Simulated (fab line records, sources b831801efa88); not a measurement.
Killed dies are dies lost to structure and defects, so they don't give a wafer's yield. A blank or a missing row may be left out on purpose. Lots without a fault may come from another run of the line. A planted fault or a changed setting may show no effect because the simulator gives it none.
Which tool did it? | flow sky130 | 11 lots, 33 wafers sampled, at 5 steps of a route of 708

WHAT THE GAUGES READ, wafer by wafer
SKY_CAPM_RS_MEAS_03: measures by four-point-probe.
lot  | measured     | on            | CAPM_TIN_RS (ohm/sq)
L326 | day 36 12:31 | film_metro-03 | 6.88 6.93 6.96
L327 | day 36 22:02 | film_metro-02 | 7.04 6.95 6.90
L328 | day 37 05:31 | film_metro-01 | 7.05 6.97 7.07
L331 | day 38 12:01 | film_metro-03 | 6.95 6.85 6.97
L333 | day 38 15:02 | film_metro-03 | 6.82 6.91 6.84
L334 | day 39 20:43 | film_metro-03 | 6.86 6.90 6.82
L339 | day 41 04:54 | film_metro-03 | 6.89 6.85 6.88
L344 | day 42 01:22 | film_metro-03 | 6.72 6.72 6.64
L345 | day 42 09:19 | film_metro-01 | 6.98 6.80 6.92
L346 | day 42 14:27 | film_metro-03 | 6.87 6.73 6.85
L349 | day 43 07:12 | film_metro-03 | 6.90 6.90 6.87

WHICH TOOL RAN EACH LOT (tool, then ch and the chambers of the sampled wafers, then the start)
lot  | SKY_VIA2_ETCH_14                   | SKY_METAL3_SPUTTER_01        | SKY_METAL3_SPUTTER_04        | SKY_CAPM_SPUTTER_02
L326 | rie_diel-03 ch 0,2,3, day 36 10:41 | pvd_sputter-03, day 36 12:11 | pvd_sputter-03, day 36 12:16 | pvd_sputter-04, day 36 12:24
L327 | rie_diel-02 ch 1,2, day 36 19:56   | pvd_sputter-03, day 36 21:43 | pvd_sputter-03, day 36 21:48 | pvd_sputter-04, day 36 21:56
L328 | rie_diel-03 ch 1,2,3, day 37 03:41 | pvd_sputter-03, day 37 05:12 | pvd_sputter-03, day 37 05:17 | pvd_sputter-04, day 37 05:25
L331 | rie_diel-02 ch 0,2, day 38 10:17   | pvd_sputter-03, day 38 11:41 | pvd_sputter-03, day 38 11:46 | pvd_sputter-04, day 38 11:54
L333 | rie_diel-01 ch 0,1,2, day 38 13:17 | pvd_sputter-01, day 38 14:41 | pvd_sputter-01, day 38 14:46 | pvd_sputter-04, day 38 14:54
L334 | rie_diel-03 ch 0,3, day 39 18:59   | pvd_sputter-01, day 39 20:23 | pvd_sputter-01, day 39 20:28 | pvd_sputter-04, day 39 20:36
L339 | rie_diel-01 ch 1,3, day 41 03:11   | pvd_sputter-01, day 41 04:34 | pvd_sputter-01, day 41 04:40 | pvd_sputter-03, day 41 04:47
L344 | rie_diel-03 ch 0,1, day 41 23:35   | pvd_sputter-03, day 42 01:03 | pvd_sputter-03, day 42 01:08 | pvd_sputter-04, day 42 01:16
L345 | rie_diel-02 ch 1,2,3, day 42 07:08 | pvd_sputter-02, day 42 08:56 | pvd_sputter-02, day 42 09:01 | pvd_sputter-01, day 42 09:09
L346 | rie_diel-01 ch 0,1,2, day 42 12:14 | pvd_sputter-02, day 42 14:05 | pvd_sputter-02, day 42 14:10 | pvd_sputter-01, day 42 14:18
L349 | rie_diel-03 ch 0,1, day 43 05:29   | pvd_sputter-01, day 43 06:53 | pvd_sputter-01, day 43 06:58 | pvd_sputter-03, day 43 07:05
- SKY_VIA2_ETCH_14: etches BARC in N2/H2, stops on SiO2, time 45.9 s, target depth 60 nm.
- SKY_METAL3_SPUTTER_01: material TiN, target thk 20 nm, time 16.7 s.
- SKY_METAL3_SPUTTER_04: material TiN, target thk 70 nm, time 58.3 s.
- SKY_CAPM_SPUTTER_02: material TiN, target thk 200 nm, time 166.7 s.

THE ANSWER, worked out from the rows above alone
Rule: what is usual is taken from the lots themselves. Put in order of their means at a reading, lots are off if they are a third of the lots or fewer, leave a main group of 4 or more, and stand apart from it by a gap of 3 or more times the standard deviation of the main group's means; of several such gaps the widest counts. A main group whose means are all the same, to the digits that the tables above print for the reading, isn't used. A lot without any number at a reading at which 4 lots or more have one is off too. The other lots that the step has rows for count as sound.
No lot is off at any reading shown: from this, nothing can be told.

WHAT THE SIMULATOR HAD PUT IN
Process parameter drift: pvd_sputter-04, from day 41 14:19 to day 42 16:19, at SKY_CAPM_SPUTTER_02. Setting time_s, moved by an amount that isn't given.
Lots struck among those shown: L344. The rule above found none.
